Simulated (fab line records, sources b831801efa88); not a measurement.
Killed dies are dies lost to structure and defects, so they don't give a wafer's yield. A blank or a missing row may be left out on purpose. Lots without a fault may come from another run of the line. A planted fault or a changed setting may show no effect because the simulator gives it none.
Chamber matching | flow gf180mcu | GF_STI_ETCH_14 on rie_si-01: 4 sister chambers
The step etches Si in HBr/Cl2/O2, target depth 360 nm, time 102.9 s. 8 wafers are shown with their chamber, then 8 later ones without.

WAFERS WITH THEIR CHAMBER
wafer  | chamber | drypump_motor_current_A (A) | throttle_valve_pct (%)
L742.3 | 3       | 5.74                        | 25.653
L743.5 | 2       | 5.59                        | 25.651
L744.2 | 2       | 5.55                        | 25.646
L744.5 | 0       | 5.55                        | 25.652
L745.1 | 0       | 5.48                        | 25.659
L745.2 | 3       | 5.74                        | 25.654
L745.6 | 1       | 6.17                        | 25.662
L747.2 | 1       | 6.24                        | 25.668

WAFERS WITHOUT THEIR CHAMBER
wafer  | drypump_motor_current_A (A) | throttle_valve_pct (%)
L747.3 | 5.74                        | 25.644
L747.4 | 5.56                        | 25.649
L750.2 | 5.53                        | 25.658
L750.3 | 6.18                        | 25.682
L750.6 | 5.56                        | 25.661
L752.1 | 6.23                        | 25.659
L752.3 | 5.53                        | 25.659
L752.4 | 5.73                        | 25.671

WHICH CHAMBER EACH WENT THROUGH
wafer  | from the rows above     | in truth
L747.3 | 3                       | 3
L747.4 | can't be placed: 2 or 0 | 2
L750.2 | can't be placed: 0 or 2 | 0
L750.3 | 1                       | 1
L750.6 | can't be placed: 0 or 2 | 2
L752.1 | 1                       | 1
L752.3 | can't be placed: 0 or 2 | 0
L752.4 | 3                       | 3
Placed correctly: 4 of 8. Can't be placed from these rows: 4 (the true chamber is among the candidates in 4). Placed wrongly: 0.
How it was worked out, from the rows above alone: a wafer's distance from a chamber is the root of the sum, over the readings, of the square of ((its reading less the chamber's mean) divided by the reading's scatter). The wafer belongs to the nearest chamber; if the next one is less than 2 further off, it can't be placed. A chamber's mean is the mean of its shown wafers. The scatter: the root of (the sum of the squares of (reading less its chamber's mean) over the shown wafers, divided by (wafers less chambers)).
